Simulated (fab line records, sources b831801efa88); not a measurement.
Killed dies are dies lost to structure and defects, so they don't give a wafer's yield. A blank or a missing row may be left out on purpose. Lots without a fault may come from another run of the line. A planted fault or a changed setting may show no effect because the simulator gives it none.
A struck lot beside a sound one | flow sky130 | 15 steps out of a route of 708
Sound: wafers L678.1, L678.4, L678.5. Struck: wafer L685.6. The cause comes at the end.
At each step with rows: each side's tool, then ch and its chambers, then its first start. Under that, the readings that differ: sound wafers | struck wafers | difference of the means | sigmas: that difference in standard deviations of wafers without a fault.
alike: readings whose means differ by less than 2 such deviations, and words and numbers that are the same on both sides. not compared: withheld readings, readings that some wafer has no value for, bounds like >300 that may hide the same value, and numbers for which the record gives no deviation and whose values overlap.
The two part at a step that has a row with sigmas, a row that says differs or no value, or rows on one side only. Numbers that don't overlap but have no deviation are shown without sigmas and don't part them. A reading that every wafer of one side lacks parts them only if that side has two wafers or more.

first, 3 steps without rows for these wafers: SKY_METAL1_EXPOSE_12 (exposes mask MM1, target cd 140 nm); SKY_METAL1_PEB_13; SKY_METAL1_DEVELOP_14 (develop time 60 s).
SKY_METAL1_CD_MEAS_15: target cd 140 nm.
  sound on cd_sem-02, day 34 15:01; struck on cd_sem-01, day 36 15:52
  alike: cd_nm
SKY_METAL1_OVL_MEAS_16:
  sound on overlay-01, day 34 15:08; struck on overlay-02, day 36 15:55
  alike: METAL1_OVL
SKY_METAL1_DESCUM_17: chemistry O2, time 8 s.
  sound on rie_metal-04 ch 1, day 34 15:10; struck on rie_metal-01 ch 1, day 36 15:56
  alike: drypump_motor_current_A, he_backside_leak_sccm, oes_product_au
  not compared: rf_hours_counter_h
SKY_METAL1_ETCH_18: etches BARC in N2/H2, stops on SiO2, time 45.9 s, target depth 60 nm.
  sound on rie_metal-04 ch 1, day 34 15:12; struck on rie_metal-01 ch 1, day 36 15:59
  alike: drypump_motor_current_A, he_backside_leak_sccm, oes_product_au, throttle_valve_pct
  not compared: rf_hours_counter_h
SKY_METAL1_METAL_ETCH_19: etches the open film in Cl2/BCl3, stops on SiO2, target depth 360 nm, time 78 s.
  sound on rie_metal-04 ch 1, day 34 15:16; struck on rie_metal-01 ch 1, day 36 16:04
  alike: drypump_motor_current_A, he_backside_leak_sccm, oes_product_au, throttle_valve_pct
  not compared: rf_hours_counter_h
SKY_METAL1_STRIP_20: strips in O2/N2.
  sound on plasma_asher-03 ch 0,1, day 34 15:22; struck on plasma_asher-03 ch 1, day 36 16:10
  alike: drypump_motor_current_A, oes_product_au, strip_time_to_endpoint_s
  not compared: rf_hours_counter_h
then, 3 steps without rows for these wafers: SKY_METAL1_STRIP_21 (strips in post etch residue remover, time 1200 s); SKY_METAL1_CLEAN_22 (cleans in IPA, time 180 s); SKY_METAL1_CLEAN_23 (cleans in O3/DIW).
SKY_VIA1_HDPCVD_00: deposits SiO2, target thk 1030 nm, time 171.7 s.
  sound on hdpcvd-02 ch 0,2, day 34 15:57; struck on hdpcvd-01 ch 2, day 36 16:48
  reading                                  | sound             | struck | difference | sigmas
  sih4_flow_sccm (sccm)                    | 60.00 60.02 59.99 | 51.00  | -9.00      | -56
  model.SiO2_of_VIA1_HDPCVD_00.thk_nm (nm) | 1008 1007 1016    | 869    | -141       |
SKY_VIA1_THK_MEAS_01:
  sound on film_metro-04, day 34 16:04; struck on film_metro-04, day 36 16:55
  reading              | sound          | struck | difference | sigmas
  VIA1_HDPCVD_THK (nm) | 1007 1007 1017 | 869    | -141       | -14
SKY_VIA1_CMP_02: polishes SiO2.
  sound on cmp-02 ch 0,2, day 34 16:08; struck on cmp-01 ch 3, day 36 17:10
  alike: head_pressure_psi, motor_current_A

WHERE THEY PART
First at SKY_VIA1_HDPCVD_00; last, within this record, at SKY_VIA1_THK_MEAS_01. Later steps at which nothing parts them and some readings are alike: SKY_VIA1_CMP_02.

WHY: what the simulator had put in
Process parameter drift: hdpcvd-01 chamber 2, from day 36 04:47 on, at SKY_VIA1_HDPCVD_00. Setting sih4_flow_sccm, moved by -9, from 60. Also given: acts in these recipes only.
